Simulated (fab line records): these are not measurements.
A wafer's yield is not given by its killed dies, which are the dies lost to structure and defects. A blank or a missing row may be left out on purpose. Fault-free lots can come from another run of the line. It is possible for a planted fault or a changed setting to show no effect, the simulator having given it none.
What tool caused it?	flow sky130	42 wafers from 14 lots sampled at 2 of the route's 708 steps

== WHAT THE GAUGES READ, wafer by wafer ==
The record holds no reading of a measuring or inspecting step that can be judged against a usual standard deviation.

== EACH LOT AND THE TOOL THAT RAN IT (in order: tool; ch and the chambers of the sampled wafers; start) ==
lot	SKY_FIELD_ISO_CVD_24	SKY_PAD_OPEN_PROBE_99
L378	hdpcvd-01 ch 1,2, day 2 06:38	-
L379	hdpcvd-02 ch 0,2, day 2 14:14	-
L380	hdpcvd-02 ch 0,2, day 2 17:06	-
L381	hdpcvd-02 ch 0,1,2, day 2 22:29	-
L382	hdpcvd-01 ch 0,1, day 3 04:52	-
L383	hdpcvd-02 ch 0,2, day 3 08:34	-
L384	hdpcvd-02 ch 0,1,2, day 3 15:33	-
L386	hdpcvd-02 ch 0,1,2, day 4 00:08	-
L387	hdpcvd-02 ch 1,2, day 4 05:25	-
L392	hdpcvd-01 ch 1,2, day 5 06:39	-
L394	hdpcvd-02 ch 1,2, day 5 18:23	prober-02, day 49 15:59
L395	hdpcvd-02 ch 0,2, day 5 22:24	prober-01, day 49 22:24
L397	hdpcvd-01 ch 0,2, day 6 09:55	-
L399	hdpcvd-01 ch 0,1, day 6 20:03	-
- SKY_FIELD_ISO_CVD_24: deposits SiO2, target thk 595 nm, time 99.2 s.
- SKY_PAD_OPEN_PROBE_99

== AS READ BY THE TOOLS THEMSELVES (means over the sampled wafers that have a number; for cases with no such wafer, the mark the record gives instead) ==
SKY_FIELD_ISO_CVD_24.
lot	tool	pressure mtorr (mTorr)
L378	hdpcvd-01	6.003
L379	hdpcvd-02	6.000
L380	hdpcvd-02	6.007
L381	hdpcvd-02	5.991
L382	hdpcvd-01	5.993
L383	hdpcvd-02	6.005
L384	hdpcvd-02	5.995
L386	hdpcvd-02	6.000
L387	hdpcvd-02	5.999
L392	hdpcvd-01	6.014
L394	hdpcvd-02	5.995
L395	hdpcvd-02	6.007
L397	hdpcvd-01	6.004
L399	hdpcvd-01	5.976

SKY_PAD_OPEN_PROBE_99.
lot	tool	killed_at_M0_to_M3	killed_at_M4_up	killed at contacts	killed at front end	killed at other	killed dies	killed on rim	killed open	killed short
L394	prober-02	39	4.0	20	56	0.0	119	22	43	36
L395	prober-01	33	3.7	24	51	0.0	112	25	44	34

== THE ANSWER, worked out from the rows above alone ==
Rule: what is usual is taken from the lots themselves. Put in order of their means at a reading, lots are off if they are a third of the lots or fewer, leave a main group of 4 or more, and stand apart from it by a gap of 3 or more times the standard deviation of the main group's means; of several such gaps the widest counts. A main group whose means are all the same, to the digits that the tables above print for the reading, isn't used. Also off: a lot with no number at a reading for which 4 or more lots have one. The other lots that the step has rows for count as sound. The gauges are gone through in route order, then the tools' own readings, and for those a lot's mean is taken as printed above. The first step at which some lot is off is used, and at that step the reading that is off furthest; a lot without a number counts as furthest.
None of the lots is off at any reading shown; this tells nothing.

== WHAT HAD BEEN PUT IN BY THE SIMULATOR ==
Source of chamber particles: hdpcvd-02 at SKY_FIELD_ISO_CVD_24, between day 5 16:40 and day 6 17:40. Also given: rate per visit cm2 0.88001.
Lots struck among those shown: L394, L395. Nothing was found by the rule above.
